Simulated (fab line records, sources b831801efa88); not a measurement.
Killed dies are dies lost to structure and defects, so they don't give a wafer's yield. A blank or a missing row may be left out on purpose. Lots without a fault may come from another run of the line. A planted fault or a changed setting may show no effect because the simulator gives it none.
fab line records | flow sky130
record lots=7 wafers=21 last_day=50
route steps=708 shown SONOS_TUNNEL@156 SONOS_ONO@168 PAD_OPEN@708
lots that met no fault: from a run of the same line without faults
start_h: hours from the record's first day to the start of the lot's first wafer shown | wait_h: hours since the lot's step before | " the same as in the row above | L1.1+2: a row that stands for several wafers | - no value, or no start given | * or withheld: withheld | < > ~ a bound
route shown NAME@n: a module of which the file shows steps, and the number in the route of the first | usual: mean/standard deviation of fault-free wafers | same: alike in all rows | chamber/n: place in a boat | sites: the reading at each site | _std_site: their standard deviation | _edge_site: outer sites' mean less inner sites' | radius_mm: how far each site lies from the wafer's centre | mask NAME#n: copy n | behind: the tool/chamber that last shaped the wafer | hold: why the lot was held/for how many hours/how that ended | device: the transistor (n, p or np) that didn't switch | end of line: the same wafers' tests at the end of the route | a step without rows: its recipe alone | killed: dies lost to structure and defects at the first sort, not the wafer's yield | map: a wafer's dies, x killed, . not, _ none there
set.NAME: the setting as run; set.NAME@STEP: as run at that earlier step | model.NAME: the simulator's own value behind a step, which no gauge read
lots at some steps of the route; a table a step, a row a wafer
services: from which hour (start_h, from the record's first day; less than 0 if before it) a tool's chamber was out of use, for how many hours, and why
## steps
# step SKY_SONOS_TUNNEL_COAT_02
# recipe resist=NOVOLAK spin_rpm=3000 resist_thk_nm=1140
# step SKY_SONOS_TUNNEL_SOFTBAKE_03
# recipe temp_c=90 time_s=60 resist=NOVOLAK
# step SKY_SONOS_TUNNEL_EXPOSE_04
# recipe mask_id=TUNM na=0.6 source_shape=conventional sigma_outer=0.6 polarization=unpolarized target_cd_nm=410 dose_mj=136
# step SKY_SONOS_TUNNEL_PEB_05
# recipe temp_c=withheld time_s=* resist=NOVOLAK
# step SKY_SONOS_TUNNEL_DEVELOP_06
# recipe resist=NOVOLAK developer=TMAH develop_time_s=60 dev_temp_c=23
# step SKY_SONOS_TUNNEL_CD_MEAS_07
# recipe target_cd_nm=410
# usual cd_nm=409.3/2.1
# columns lot.wafer tool chamber start_h wait_h cd_nm
L313.1 cd_sem-02 - 268.28 0.1 408.3
L313.2 " - " " 408.1
L313.5 " - " " 408.7
L317.2 cd_sem-02 - 308.28 0.1 410.4
L317.4 " - " " 408.7
L317.5 " - " " 409.2
L318.1 cd_sem-02 - 308.88 0.1 412.9
L318.4 " - " " 412.2
L318.5 " - " " 410.9
L319.1 cd_sem-02 - 309.16 0.1 410.9
L319.3 " - " " 408.1
L319.5 " - " " 410.9
L324.1 cd_sem-02 - 358.38 0.1 404.6
L324.4 " - " " 407.1
L324.5 " - " " 406.8
L331.4 cd_sem-01 - 401.92 0.1 408.9
L331.5 " - " " 412.2
L331.6 " - " " 411.4
L332.3 cd_sem-01 - 406.57 0.1 409.3
L332.4 " - " " 409.1
L332.6 " - " " 409.4
# step SKY_SONOS_TUNNEL_OVL_MEAS_08
# usual SONOS_TUNNEL_OVL=0.4/1.2
# columns lot.wafer tool chamber start_h wait_h SONOS_TUNNEL_OVL[nm]
L313.1 overlay-01 - 268.40 0.1 0.5
L313.2 " - " " -1.6
L313.5 " - " " -0.9
L317.2 overlay-01 - 308.39 0.1 0.1
L317.4 " - " " -0.2
L317.5 " - " " 1.5
L318.1 overlay-01 - 309.00 0.1 2.2
L318.4 " - " " 0.1
L318.5 " - " " -1.1
L319.1 overlay-01 - 309.28 0.1 1.3
L319.3 " - " " 1.2
L319.5 " - " " 1.3
L324.1 overlay-01 - 358.50 0.1 1.4
L324.4 " - " " -1.3
L324.5 " - " " 1.6
L331.4 overlay-01 - 402.00 0.1 0.7
L331.5 " - " " -0.2
L331.6 " - " " 1.2
L332.3 overlay-01 - 406.66 0.1 2.4
L332.4 " - " " 1.6
L332.6 " - " " 2.2
# step SKY_SONOS_TUNNEL_IMPLANT_09
# recipe species=B energy_kev=20 dose_cm2=1e+12 tilt_deg=withheld
# step SKY_SONOS_TUNNEL_WET_ETCH_10
# recipe chemistry=dHF target_depth_nm=14 target=SiO2 dilution=100:1 temp_c=25 time_s=280
# step SKY_SONOS_TUNNEL_STRIP_11
# recipe chemistry=SPM time_s=600 temp_c=130
# step SKY_SONOS_TUNNEL_TW_MEAS_12
# usual SONOS_TUNNEL_TW=198.4/0.8
# columns lot.wafer tool chamber start_h wait_h SONOS_TUNNEL_TW
L313.1 film_metro-01 - 268.85 0.0 198.6
L313.2 " - " " 199.4
L313.5 " - " " 198.4
L317.2 film_metro-02 - 308.84 0.0 197.9
L317.4 " - " " 197.4
L317.5 " - " " 197.8
L318.1 film_metro-01 - 309.45 0.0 198.6
L318.4 " - " " 198.2
L318.5 " - " " 198.0
L319.1 film_metro-03 - 309.73 0.0 198.3
L319.3 " - " " 199.0
L319.5 " - " " 198.0
L324.1 film_metro-02 - 358.95 0.0 198.5
L324.4 " - " " 197.6
L324.5 " - " " 198.0
L331.4 film_metro-03 - 402.46 0.0 199.3
L331.5 " - " " 198.7
L331.6 " - " " 198.9
L332.3 film_metro-02 - 407.13 0.0 197.3
L332.4 " - " " 197.4
L332.6 " - " " 196.9
# step SKY_SONOS_TUNNEL_CLEAN_13
# recipe chemistry=dHF time_s=20 dilution=100:1 dry=ipa_marangoni
# step SKY_SONOS_ONO_OXIDATION_00
# recipe temp_c=800 ambient=O2 idle_temp_c=700 ramp_up_c_per_min=10 ramp_down_c_per_min=3 stabilise_s=600 purge_s=300 target_thk_a=26 ox_time_s=1249
# usual spike_tc_centre_C=800.7/1.1 spike_tc_lower_C=801.0/1.1 spike_tc_top_C=810.6/1.1 spike_tc_upper_C=800.4/1.2 tube_center_temp_C=800/0.078 tube_center_temp_C_max=802.0/0.35 zone_power_centre_pct=15.2/0.77 zone_power_top_pct=31.3/3 zone_power_upper_pct=15.2/1.7
# columns lot.wafer tool chamber start_h wait_h spike_tc_centre_C spike_tc_lower_C spike_tc_top_C spike_tc_upper_C tube_center_temp_C tube_center_temp_C_max zone_power_centre_pct zone_power_top_pct zone_power_upper_pct model.SiO2_of_SONOS_ONO_OXIDATION_00.thk_nm
L313.1 furnace-02 0 270.26 1.3 800.3 802.0 810.2 800.6 800.07 802.2 15.6 33.2 16.7 2.528
L313.2 " 0 " " 801.4 802.0 810.6 799.7 799.99 802.1 16.0 33.7 16.3 2.55
L313.5 " 0 " " 801.3 800.5 809.9 801.7 800.11 801.9 15.5 33.2 16.8 2.567
L317.2 furnace-01 0 309.24 0.3 803.6 805.3 815.2 807.3 805.72 807.3 14.4 27.6 13.2 2.914
L317.4 " 0 " " 804.6 805.1 817.1 807.6 805.62 808.1 14.2 27.0 13.3 2.918
L317.5 " 0 " " 804.9 806.0 814.9 803.5 805.73 808.5 14.3 27.5 13.1 2.897
L318.1 furnace-01 0 310.59 1.1 806.5 807.0 817.8 804.4 805.73 807.7 14.5 27.5 13.2 2.877
L318.4 " 0 " " 806.8 805.8 815.6 806.4 805.5 807.3 14.4 27.0 13.1 2.903
L318.5 " 0 " " 806.3 804.5 814.0 805.8 805.66 807.4 14.6 27.6 13.1 2.881
L319.1 furnace-01 0 310.59 0.8 805.7 806.6 815.5 805.7 805.75 808.5 14.5 27.8 13.1 2.913
L319.3 " 0 " " 805.3 804.8 817.8 805.2 805.59 808.0 14.3 27.3 13.1 2.903
L319.5 " 0 " " 805.8 805.6 816.6 804.0 805.74 807.6 14.5 27.5 12.9 2.904
L324.1 furnace-02 0 359.02 0.0 801.5 802.8 810.0 799.3 799.88 802.2 15.9 33.3 16.3 2.588
L324.4 " 0 " " 800.8 802.2 811.1 800.5 799.96 801.9 15.8 33.1 16.5 2.591
L324.5 " 0 " " 800.0 801.0 810.8 801.2 799.99 801.7 15.8 33.1 16.4 2.54
L331.4 furnace-01 0 402.50 0.0 800.8 801.9 810.7 799.5 799.94 802.2 14.3 27.1 12.5 2.585
L331.5 " 0 " " 800.3 800.5 810.2 799.5 799.85 802.3 14.1 27.7 12.7 2.619
L331.6 " 0 " " 798.7 801.6 810.6 800.2 799.99 801.5 14.2 27.2 12.7 2.587
L332.3 furnace-02 0 407.19 0.0 800.5 801.7 809.6 804.3 799.96 801.5 15.9 33.6 16.4 2.675
L332.4 " 0 " " 801.9 801.6 810.7 801.2 799.89 802.4 15.7 33.1 16.6 2.657
L332.6 " 0 " " 800.7 802.6 810.5 800.9 799.94 801.9 15.7 33.4 16.4 2.69
# step SKY_SONOS_ONO_THK_MEAS_01
# recipe reads=SiO2_of_SONOS_ONO_OXIDATION_00
# usual SONOS_ONO_OXIDATION_THK=2.61/0.052
# columns lot.wafer tool chamber start_h wait_h SONOS_ONO_OXIDATION_THK[nm]
L313.1 film_metro-03 - 271.61 0.0 2.56
L313.2 " - " " 2.59
L313.5 " - " " 2.57
L317.2 film_metro-04 - 310.60 0.0 2.91
L317.4 " - " " 2.89
L317.5 " - " " 2.86
L318.1 film_metro-04 - 311.96 0.0 2.90
L318.4 " - " " 2.86
L318.5 " - " " 2.90
L319.1 film_metro-03 - 311.96 0.0 2.87
L319.3 " - " " 2.91
L319.5 " - " " 2.94
L324.1 film_metro-04 - 360.37 0.0 2.58
L324.4 " - " " 2.59
L324.5 " - " " 2.56
L331.4 film_metro-01 - 403.88 0.0 2.61
L331.5 " - " " 2.64
L331.6 " - " " 2.55
L332.3 film_metro-01 - 408.55 0.0 2.68
L332.4 " - " " 2.68
L332.6 " - " " 2.66
# step SKY_SONOS_ONO_CVD_02
# recipe material=Si3N4 precursor=DCS/NH3 target_thk_nm=10.5 temp_c=770 time_s=180 pressure_mtorr=250
# step SKY_PAD_OPEN_PROBE_99
# usual killed_at_M0_to_M3=44/7.1 killed_at_M4_up=3.3/1.8 killed_at_contacts=24/5.1 killed_at_front_end=16/4.7 killed_at_other=0.3/0.52 killed_dies=87/9.7 killed_open=47/6.8 killed_short=39/6.7
# same gross_dies=492 killed_at_back_side=0
# columns lot.wafer tool chamber start_h wait_h killed_at_M0_to_M3 killed_at_M4_up killed_at_contacts killed_at_front_end killed_at_other killed_dies killed_open killed_short model.etest.sonos_erased.vt_v model.etest.sonos_baked.vt_less_v
L313.1 prober-02 - 1083.85 0.1 37 5 24 16 0 82 43 39 -2.409 -0.5729
L313.2 prober-02 - 1083.90 0.1 51 4 33 19 1 108 59 49 -2.284 -0.4986
L313.5 prober-02 - 1084.05 0.2 46 3 16 20 0 85 45 40 -2.33 -0.567
L317.2 prober-02 - 1122.33 0.1 37 4 27 15 0 83 43 40 -2.072 -0.3556
L317.4 prober-02 - 1122.43 0.2 41 3 24 14 0 82 35 47 -2.052 -0.4037
L317.5 prober-02 - 1122.48 0.2 41 5 26 11 0 83 51 32 -2.016 -0.3542
L318.1 prober-01 - 1123.96 0.1 38 5 31 16 1 91 48 43 -2.009 -0.3505
L318.4 prober-01 - 1124.11 0.2 51 1 25 13 0 90 56 34 -1.996 -0.3837
L318.5 prober-01 - 1124.16 0.2 46 3 24 31 2 106 53 51 -2.117 -0.474
L319.1 prober-02 - 1125.68 0.1 48 8 19 16 2 93 53 39 -2.038 -0.3921
L319.3 prober-02 - 1125.78 0.2 48 4 21 9 0 82 44 37 -2.082 -0.3915
L319.5 prober-02 - 1125.88 0.2 50 5 30 14 0 99 62 36 -2.084 -0.4565
L324.1 prober-01 - 1156.95 0.1 59 5 17 20 0 101 55 46 -2.23 -0.5021
L324.4 prober-01 - 1157.10 0.2 33 1 25 24 0 83 45 38 -2.252 -0.4991
L324.5 prober-01 - 1157.15 0.2 46 5 25 15 0 91 51 40 -2.261 -0.5037
L331.4 prober-02 - 1181.21 0.2 34 3 23 10 0 70 40 30 -2.301 -0.4859
L331.5 prober-02 - 1181.26 0.2 51 5 26 25 1 108 51 54 -2.327 -0.4982
L331.6 prober-02 - 1181.31 0.2 47 3 30 15 1 96 55 40 -2.316 -0.5202
L332.3 prober-01 - 1188.25 0.2 36 3 19 18 0 76 42 34 -2.195 -0.4954
L332.4 prober-01 - 1188.30 0.2 35 1 26 11 1 74 49 25 -2.203 -0.4317
L332.6 prober-01 - 1188.40 0.2 50 1 23 11 0 85 40 44 -2.17 -0.4583
# killed by level:class
L313.1 CONTACT:geometric_particle:open=8 CONTACT:geometric_particle:short=8 FIELD_ISO:geometric_particle:open=7 VIA1:geometric_particle:open=7 LI_CONTACT:geometric_particle:open=6 FIELD_ISO:geometric_particle:short=5 METAL1:geometric_particle:short=5 METAL2:geometric_particle:short=4
L313.2 LI_CONTACT:geometric_particle:open=12 CONTACT:geometric_particle:open=12 METAL2:geometric_particle:short=10 FIELD_ISO:geometric_particle:open=8 VIA1:geometric_particle:open=7 VIA2:geometric_particle:open=7 VIA3:geometric_particle:open=6 METAL1:geometric_particle:short=6
L313.5 VIA1:geometric_particle:open=9 VIA3:geometric_particle:open=7 FIELD_ISO:geometric_particle:open=6 FIELD_ISO:geometric_particle:short=6 CONTACT:geometric_particle:open=5 VIA2:geometric_particle:short=5 CONTACT:geometric_particle:short=4 METAL1:geometric_particle:open=4
L317.2 VIA1:geometric_particle:open=11 METAL2:geometric_particle:short=9 CONTACT:geometric_particle:open=8 LI_CONTACT:geometric_particle:open=7 LI_CONTACT:geometric_particle:short=5 METAL1:geometric_particle:short=5 VIA2:geometric_particle:open=5 FIELD_ISO:geometric_particle:short=4
L317.4 CONTACT:geometric_particle:open=8 CONTACT:geometric_particle:short=7 VIA2:geometric_particle:open=6 METAL1:geometric_particle:short=6 VIA1:geometric_particle:short=5 POLY_GATE:geometric_particle:short=5 LOCAL_INTERCONNECT:geometric_particle:short=5 VIA1:geometric_particle:open=5
L317.5 LI_CONTACT:geometric_particle:open=10 CONTACT:geometric_particle:open=8 VIA1:geometric_particle:open=8 VIA3:geometric_particle:open=6 VIA1:geometric_particle:short=6 VIA2:geometric_particle:open=6 METAL1:geometric_particle:short=5 POLY_GATE:geometric_particle:open=4
L318.1 VIA1:geometric_particle:open=8 CONTACT:geometric_particle:open=8 LOCAL_INTERCONNECT:geometric_particle:short=7 VIA3:geometric_particle:open=6 LI_CONTACT:geometric_particle:short=5 LI_CONTACT:geometric_particle:open=5 VIA1:geometric_particle:short=5 FIELD_ISO:geometric_particle:open=4
L318.4 VIA1:geometric_particle:open=17 VIA2:geometric_particle:open=13 CONTACT:geometric_particle:open=7 LI_CONTACT:geometric_particle:open=5 LOCAL_INTERCONNECT:geometric_particle:short=5 LI_CONTACT:geometric_particle:short=4 METAL1:geometric_particle:short=4 VIA1:geometric_particle:short=4
L318.5 FIELD_ISO:geometric_particle:open=11 METAL2:geometric_particle:short=8 VIA1:geometric_particle:open=8 VIA2:geometric_particle:open=8 CONTACT:geometric_particle:short=7 LI_CONTACT:geometric_particle:open=6 CONTACT:geometric_particle:open=6 FIELD_ISO:geometric_particle:short=5
L319.1 VIA1:geometric_particle:open=16 CONTACT:geometric_particle:open=10 METAL2:geometric_particle:short=8 VIA2:geometric_particle:open=7 POLY_GATE:geometric_particle:short=5 METAL4:geometric_particle:short=5 FIELD_ISO:geometric_particle:open=4 LOCAL_INTERCONNECT:geometric_particle:short=4
L319.3 CONTACT:geometric_particle:open=8 VIA2:geometric_particle:open=8 VIA1:geometric_particle:open=7 VIA3:geometric_particle:open=6 VIA1:geometric_particle:short=6 METAL2:geometric_particle:short=5 LOCAL_INTERCONNECT:geometric_particle:short=4 METAL1:geometric_particle:short=4
L319.5 VIA1:geometric_particle:open=21 CONTACT:geometric_particle:open=14 LI_CONTACT:geometric_particle:open=6 CONTACT:geometric_particle:short=5 VIA3:geometric_particle:open=5 FIELD_ISO:geometric_particle:short=4 METAL4:geometric_particle:short=4 SPACER:geometric_particle:open=4
L324.1 VIA1:geometric_particle:open=15 METAL2:geometric_particle:short=12 VIA2:geometric_particle:open=10 POLY_GATE:geometric_particle:open=8 VIA1:geometric_particle:short=7 CONTACT:geometric_particle:open=6 VIA3:geometric_particle:open=6 FIELD_ISO:geometric_particle:open=4
L324.4 CONTACT:geometric_particle:open=8 FIELD_ISO:geometric_particle:open=7 VIA1:geometric_particle:open=7 FIELD_ISO:geometric_particle:short=6 LI_CONTACT:geometric_particle:open=6 LOCAL_INTERCONNECT:geometric_particle:short=6 VIA1:geometric_particle:short=5 CONTACT:geometric_particle:short=4
L324.5 VIA1:geometric_particle:open=11 LI_CONTACT:geometric_particle:open=8 CONTACT:geometric_particle:open=7 VIA2:geometric_particle:open=7 LOCAL_INTERCONNECT:geometric_particle:short=6 METAL1:geometric_particle:short=6 METAL2:geometric_particle:short=5 VIA3:geometric_particle:open=5
L331.4 CONTACT:geometric_particle:open=13 VIA1:geometric_particle:open=8 METAL2:geometric_particle:short=5 FIELD_ISO:geometric_particle:open=4 LI_CONTACT:geometric_particle:open=4 VIA2:geometric_particle:open=4 METAL3:geometric_particle:short=4 LOCAL_INTERCONNECT:geometric_particle:short=3
L331.5 CONTACT:geometric_particle:open=10 VIA1:geometric_particle:open=9 POLY_GATE:geometric_particle:short=7 POLY_GATE:geometric_particle:open=7 VIA2:geometric_particle:open=7 METAL2:geometric_particle:short=7 LOCAL_INTERCONNECT:geometric_particle:short=6 VIA1:geometric_particle:short=5
L331.6 LI_CONTACT:geometric_particle:open=11 CONTACT:geometric_particle:open=10 METAL2:geometric_particle:short=8 VIA2:geometric_particle:short=8 VIA1:geometric_particle:open=7 FIELD_ISO:geometric_particle:open=6 VIA2:geometric_particle:open=6 CONTACT:geometric_particle:short=4
L332.3 VIA1:geometric_particle:open=10 LI_CONTACT:geometric_particle:open=7 FIELD_ISO:geometric_particle:open=6 CONTACT:geometric_particle:open=5 METAL2:geometric_particle:short=5 FIELD_ISO:geometric_particle:short=4 VIA3:geometric_particle:short=4 POLY_GATE:geometric_particle:open=4
L332.4 CONTACT:geometric_particle:open=12 VIA3:geometric_particle:open=8 VIA1:geometric_particle:open=7 VIA2:geometric_particle:open=7 LI_CONTACT:geometric_particle:open=5 FIELD_ISO:geometric_particle:open=4 METAL2:geometric_particle:short=4 POLY_GATE:geometric_particle:open=3
L332.6 CONTACT:geometric_particle:open=11 VIA2:geometric_particle:open=10 VIA2:geometric_particle:short=7 VIA1:geometric_particle:short=6 METAL2:geometric_particle:short=6 VIA3:geometric_particle:open=6 CONTACT:geometric_particle:short=5 METAL1:geometric_particle:short=5
## services
# columns tool chamber start_h hours kind
furnace-01 - 269.35 3.2 pm
furnace-02 - 308.29 4.1 pm
furnace-01 - 372.98 2.7 pm
## key
first_sign step=SKY_SONOS_ONO_OXIDATION_00 reading=tube_center_temp_C direction=up sigmas=71 usual=* struck=*
effect step=SKY_SONOS_ONO_OXIDATION_00 reading=tube_center_temp_C_max direction=up sigmas=17 usual=* struck=*
effect step=SKY_SONOS_ONO_THK_MEAS_01 reading=SONOS_ONO_OXIDATION_THK direction=up sigmas=5.4 usual=2.61 struck=2.89
model_effect step=SKY_SONOS_ONO_OXIDATION_00 value=SiO2_of_SONOS_ONO_OXIDATION_00.thk_nm without=2.683 struck=2.901
model_effect step=SKY_PAD_OPEN_PROBE_99 value=etest.sonos_erased.vt_v without=-2.265 struck=-2.052
met_at SKY_SONOS_ONO_OXIDATION_00
struck_wafers L317.2,L317.4,L317.5,L318.1,L318.4,L318.5,L319.1,L319.3,L319.5
tester_left_out L317,L318,L319
fault kind=process_parameter_drift tool=furnace-01 chamber=- onset_h=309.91 steps=SKY_SONOS_ONO_OXIDATION_00 channel=temp_c offset=* shape=step end_h=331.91 acts_in=* stated=*
# tester_left_out: of these lots the tester's yield and bins aren't shown, on N5 and GAA mostly nor the transistor test; their killed dies are dies lost to structure and defects alone, not to doping, threshold or leakage, so they don't give the yield
